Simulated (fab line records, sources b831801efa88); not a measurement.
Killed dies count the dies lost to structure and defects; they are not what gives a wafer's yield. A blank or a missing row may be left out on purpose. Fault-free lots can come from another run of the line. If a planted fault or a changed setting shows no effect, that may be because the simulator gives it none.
Which tool is to blame? + flow gf180mcu + 14 lots, 42 wafers sampled, at 4 steps of a route of 602

WHAT EACH GAUGE READ, for each wafer
GF_MVPSD_OVL_MEAS_07. Usual: MVPSD_OVL gives 0.0 nm (standard deviation 1.5).
| lot  | measured    | on         | MVPSD_OVL (nm) | flag |
|------|-------------|------------|----------------|------|
| L997 | day 5 00:56 | overlay-01 | 1.3 1.4 -0.4   |      |
| L999 | day 5 13:17 | overlay-02 | -2.0 0.9 -1.5  |      |
| L101 | day 5 23:57 | overlay-01 | -0.4 -2.5 -3.0 |      |
| L102 | day 6 06:26 | overlay-02 | 0.1 2.3 0.2    |      |
| L103 | day 6 13:17 | overlay-02 | 3.6 2.0 0.8    |      |
| L104 | day 6 17:21 | overlay-02 | -0.7 -2.1 -0.7 |      |
| L105 | day 6 23:06 | overlay-02 | 0.3 1.7 3.3    |      |
| L106 | day 7 08:26 | overlay-01 | 1.1 1.9 2.4    |      |
| L107 | day 7 12:41 | overlay-01 | 1.8 1.8 0.5    |      |
| L110 | day 8 05:46 | overlay-02 | -0.6 -0.1 -0.3 |      |
| L112 | day 8 18:39 | overlay-01 | 2.8 1.6 1.6    |      |
| L114 | day 9 05:03 | overlay-01 | 1.1 -0.5 -1.1  |      |
| L115 | day 9 11:17 | overlay-02 | -1.0 -0.3 -2.2 |      |
| L116 | day 9 18:19 | overlay-02 | -0.1 1.1 -1.6  |      |

GF_POLY_GATE_THK_MEAS_01. Usual: POLY_GATE_CVD_00_THK gives 200.4 nm (standard deviation 1.6).
| lot  | measured     | on            | POLY_GATE_CVD_00_THK (nm) | flag |
|------|--------------|---------------|---------------------------|------|
| L997 | day 8 15:54  | film metro-04 | 200.9 202.4 202.8         |      |
| L999 | day 9 01:08  | film metro-04 | 201.6 202.3 201.8         |      |
| L101 | day 9 16:34  | film metro-01 | 199.1 198.0 198.7         |      |
| L102 | day 9 20:31  | film metro-04 | 197.6 200.3 199.6         |      |
| L103 | day 10 09:18 | film metro-01 | 200.6 201.1 200.2         |      |
| L104 | day 10 11:23 | film metro-02 | 200.7 199.4 201.8         |      |
| L105 | day 10 15:21 | film metro-04 | 201.4 202.5 202.1         |      |
| L106 | day 11 02:20 | film metro-01 | 201.7 200.3 198.6         |      |
| L107 | day 11 07:19 | film metro-02 | 201.1 201.4 200.8         |      |
| L110 | day 12 02:51 | film metro-02 | 200.8 199.1 200.6         |      |
| L112 | day 12 20:16 | film metro-02 | 200.5 201.1 200.4         |      |
| L114 | day 13 07:03 | film metro-04 | 245.5 248.4 240.0         | OFF  |
| L115 | day 13 16:30 | film metro-02 | 208.2 224.5 230.2         | OFF  |
| L116 | day 13 23:46 | film metro-01 | 196.0 196.8 198.3         |      |

GF_HV_LDD_TW_MEAS_50. Usual: HV_LDD_4_TW gives 570 (standard deviation 3.5).
| lot  | measured     | on            | HV_LDD_4_TW | flag |
|------|--------------|---------------|-------------|------|
| L997 | day 12 15:41 | film metro-03 | 572 570 572 |      |
| L999 | day 13 01:14 | film metro-02 | 569 571 570 |      |
| L101 | day 13 18:53 | film metro-02 | 569 571 570 |      |
| L102 | day 13 23:01 | film metro-03 | 573 569 573 |      |
| L103 | day 14 15:02 | film metro-04 | 560 562 561 |      |
| L104 | day 14 16:49 | film metro-02 | 571 572 574 |      |
| L105 | day 14 21:22 | film metro-04 | 556 565 562 |      |
| L106 | day 15 10:00 | film metro-03 | 571 574 572 |      |
| L107 | day 15 16:17 | film metro-03 | 572 575 570 |      |
| L110 | day 16 15:29 | film metro-04 | 566 568 572 |      |
| L112 | day 17 08:35 | film metro-04 | 572 572 572 |      |
| L114 | day 17 21:37 | film metro-02 | 570 566 572 |      |
| L115 | day 18 07:52 | film metro-02 | 570 570 572 |      |
| L116 | day 18 15:59 | film metro-03 | 572 574 569 |      |

WHAT TOOL EACH LOT RAN ON (gives the tool, then ch and the chambers of the sampled wafers, and finally the start)
| lot  | GF_POLY_GATE_CVD_00         |
|------|-----------------------------|
| L997 | lpcvd-02 ch 0, day 8 14:33  |
| L999 | lpcvd-01 ch 0, day 8 23:48  |
| L101 | lpcvd-02 ch 1, day 9 15:14  |
| L102 | lpcvd-02 ch 0, day 9 19:11  |
| L103 | lpcvd-01 ch 0, day 10 07:58 |
| L104 | lpcvd-01 ch 1, day 10 10:04 |
| L105 | lpcvd-02 ch 0, day 10 14:01 |
| L106 | lpcvd-02 ch 0, day 11 01:00 |
| L107 | lpcvd-02 ch 1, day 11 05:59 |
| L110 | lpcvd-02 ch 0, day 12 01:30 |
| L112 | lpcvd-01 ch 0, day 12 18:56 |
| L114 | lpcvd-02 ch 0, day 13 05:43 |
| L115 | lpcvd-02 ch 0, day 13 15:10 |
| L116 | lpcvd-01 ch 1, day 13 22:25 |
- GF_POLY_GATE_CVD_00: deposits poly-Si, target thk 200 nm, time 1200 s.

AS READ BY THE TOOLS THEMSELVES (means over the sampled wafers that have a number; for cases with no such wafer, the mark the record gives instead)
GF_POLY_GATE_CVD_00. Usual: spike tc bottom C 643.8 C, standard deviation 1.8; spike tc centre C 620.7 C, standard deviation 1.2; spike tc upper C 619.9 C, standard deviation 1.6; zone power lower pct 9.9 %, standard deviation 0.46; zone power upper pct 8.1 %, standard deviation 0.48.
| lot  | tool     | spike tc bottom C (C) | spike tc centre C (C) | spike tc upper C (C) | zone power lower pct (%) | zone power upper pct (%) | flag |
|------|----------|-----------------------|-----------------------|----------------------|--------------------------|--------------------------|------|
| L997 | lpcvd-02 | 642.9                 | 621.2                 | 618.7                | 10.0                     | 8.5                      |      |
| L999 | lpcvd-01 | 642.1                 | 619.6                 | 620.5                | 9.3                      | 7.3                      |      |
| L101 | lpcvd-02 | 645.8                 | 621.5                 | 622.2                | 9.6                      | 8.1                      |      |
| L102 | lpcvd-02 | 643.8                 | 620.4                 | 618.2                | 10.0                     | 8.5                      |      |
| L103 | lpcvd-01 | 641.6                 | 620.3                 | 621.1                | 9.2                      | 7.2                      |      |
| L104 | lpcvd-01 | 644.5                 | 620.8                 | 618.7                | 10.7                     | 8.1                      |      |
| L105 | lpcvd-02 | 643.2                 | 620.6                 | 619.3                | 10.0                     | 8.5                      |      |
| L106 | lpcvd-02 | 642.4                 | 620.8                 | 618.7                | 9.9                      | 8.6                      |      |
| L107 | lpcvd-02 | 645.1                 | 621.0                 | 621.5                | 9.7                      | 8.2                      |      |
| L110 | lpcvd-02 | 642.9                 | 620.9                 | 619.1                | 10.0                     | 8.6                      |      |
| L112 | lpcvd-01 | 641.2                 | 619.4                 | 620.5                | 9.1                      | 7.3                      |      |
| L114 | lpcvd-02 | 643.4                 | 641.1                 | 615.2                | 7.9                      | 6.8                      | OFF  |
| L115 | lpcvd-02 | 642.7                 | 641.7                 | 615.3                | 8.0                      | 6.8                      | OFF  |
| L116 | lpcvd-01 | 644.7                 | 621.9                 | 618.7                | 10.6                     | 8.1                      |      |

THE ANSWER, worked out from the rows above alone
Rule: lot off if the mean of its wafers having a number is beyond 3 standard deviations from the usual mean. Also off: a lot with no number at a reading for which 4 or more lots have one. Any other lot the step has rows for is counted as sound. After the gauges, taken in route order, come the tools' own readings; for these a lot's mean is taken, as printed above. At the first step where some lot is off, the reading lying furthest off is the one used; lots without a number count as furthest.
Off: L114, L115, seen at GF_POLY_GATE_THK_MEAS_01 (POLY_GATE_CVD_00_THK).
If a tool, at a process step before that reading, ran all the lots that are off and no sound lot after the first of them, it fits. Not tried: the gauges at GF_POLY_GATE_THK_MEAS_01; whatever is off there is also off at GF_POLY_GATE_CVD_00, on other tools, and gauge error can't account for it. One candidate fits, namely lpcvd-02 at GF_POLY_GATE_CVD_00. A fault onset in the window from L110 (day 12 01:30, its last sound lot) to L114 (day 13 05:43, its first lot off) fits.
On the lots that are off, the tool's own readings at GF_POLY_GATE_CVD_00 differ by more than 5 times the standard deviation of the sound lots' means, which bears it out; spike tc centre C reads 641.4 C there versus 620.7 C on the sound lots.

WHAT THE SIMULATOR HAD PUT IN
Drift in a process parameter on lpcvd-02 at GF_POLY_GATE_CVD_00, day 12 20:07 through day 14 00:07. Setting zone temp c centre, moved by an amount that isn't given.
Shown lots that were struck: L114, L115. The same result came from the rule above.
